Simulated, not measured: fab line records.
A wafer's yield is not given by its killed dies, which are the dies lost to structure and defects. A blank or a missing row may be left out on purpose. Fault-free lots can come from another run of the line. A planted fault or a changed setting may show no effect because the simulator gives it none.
Which tool was responsible? ; flow sky130 ; 36 wafers from 12 lots sampled at 2 of the route's 708 steps

== WHAT THE GAUGES READ, wafer by wafer ==
SKY_PASSIVATION_THK_MEAS_01.
lot;measured;on;PASSIVATION_CVD_00_THK (nm)
L274;day 43 18:11;filmMetro-02;89.4 90.7 91.6
L276;day 44 08:04;filmMetro-02;89.2 89.5 91.1
L280;day 46 11:07;filmMetro-02;55.0 89.8 90.4
L283;day 46 12:46;filmMetro-02;88.7 55.5 89.6
L287;day 47 01:47;filmMetro-01;90.3 90.4 91.8
L286;day 47 03:37;filmMetro-03;90.2 90.2 91.2
L289;day 47 19:01;filmMetro-03;89.1 89.7 91.9
L290;day 49 06:35;filmMetro-01;89.0 90.4 90.9
L294;day 49 08:41;filmMetro-01;89.8 91.9 89.5
L295;day 49 08:52;filmMetro-02;89.7 90.5 91.7
L292;day 49 09:27;filmMetro-02;90.0 89.3 90.6
L296;day 49 09:44;filmMetro-01;91.3 90.0 92.4

== WHICH TOOL RAN EACH LOT (tool, then ch and the chambers of the sampled wafers, then the start) ==
lot;SKY_PASSIVATION_CVD_00
L274;pecvd-03 ch 2, day 43 18:08
L276;pecvd-02 ch 1,2, day 44 08:03
L280;pecvd-02 ch 0,1,2, day 46 11:04
L283;pecvd-02 ch 0,1,2, day 46 12:44
L287;pecvd-03 ch 0,1, day 47 01:46
L286;pecvd-03 ch 0,2, day 47 03:34
L289;pecvd-04 ch 1,2, day 47 18:59
L290;pecvd-03 ch 0,1,2, day 49 06:34
L294;pecvd-04 ch 0,1,2, day 49 08:38
L295;pecvd-02 ch 0, day 49 08:49
L292;pecvd-02 ch 0,2, day 49 09:25
L296;pecvd-04 ch 0,1,2, day 49 09:43
- SKY_PASSIVATION_CVD_00: deposits SiO2, target thk 90 nm.

== WHAT THE TOOLS THEMSELVES READ (means of the sampled wafers that have a number; where no wafer has one, the mark that the record gives instead) ==
SKY_PASSIVATION_CVD_00.
lot;tool;heaterPowerW (W)
L274;pecvd-03;795
L276;pecvd-02;625
L280;pecvd-02;605
L283;pecvd-02;596
L287;pecvd-03;611
L286;pecvd-03;798
L289;pecvd-04;597
L290;pecvd-03;657
L294;pecvd-04;640
L295;pecvd-02;584
L292;pecvd-02;608
L296;pecvd-04;649

== THE ANSWER, worked out from the rows above alone ==
Rule: what is usual is taken from the lots themselves. Put in order of their means at a reading, lots are off if they are a third of the lots or fewer, leave a main group of 4 or more, and stand apart from it by a gap of 3 or more times the standard deviation of the main group's means; of several such gaps the widest counts. The tables above print the reading to a certain number of digits; a main group whose means all agree to those digits is not used. A lot without any number at a reading at which 4 lots or more have one is off too. Where the step has rows for the other lots, those lots are counted as sound. After the gauges, taken in route order, come the tools' own readings; for these a lot's mean is taken, as printed above. At the first step where some lot is off, the reading lying furthest off is the one used; lots without a number count as furthest.
Off: at SKY_PASSIVATION_THK_MEAS_01 (PASSIVATION_CVD_00_THK), L280, L283. For the main group the mean is 90.4 nm and the standard deviation 0.39.
If a tool, at a process step before that reading, ran all the lots that are off and no sound lot after the first of them, it fits. The gauges at SKY_PASSIVATION_THK_MEAS_01 are tried like those tools. Not one of the candidates tried fits.

== WHAT HAD BEEN PUT IN BY THE SIMULATOR ==
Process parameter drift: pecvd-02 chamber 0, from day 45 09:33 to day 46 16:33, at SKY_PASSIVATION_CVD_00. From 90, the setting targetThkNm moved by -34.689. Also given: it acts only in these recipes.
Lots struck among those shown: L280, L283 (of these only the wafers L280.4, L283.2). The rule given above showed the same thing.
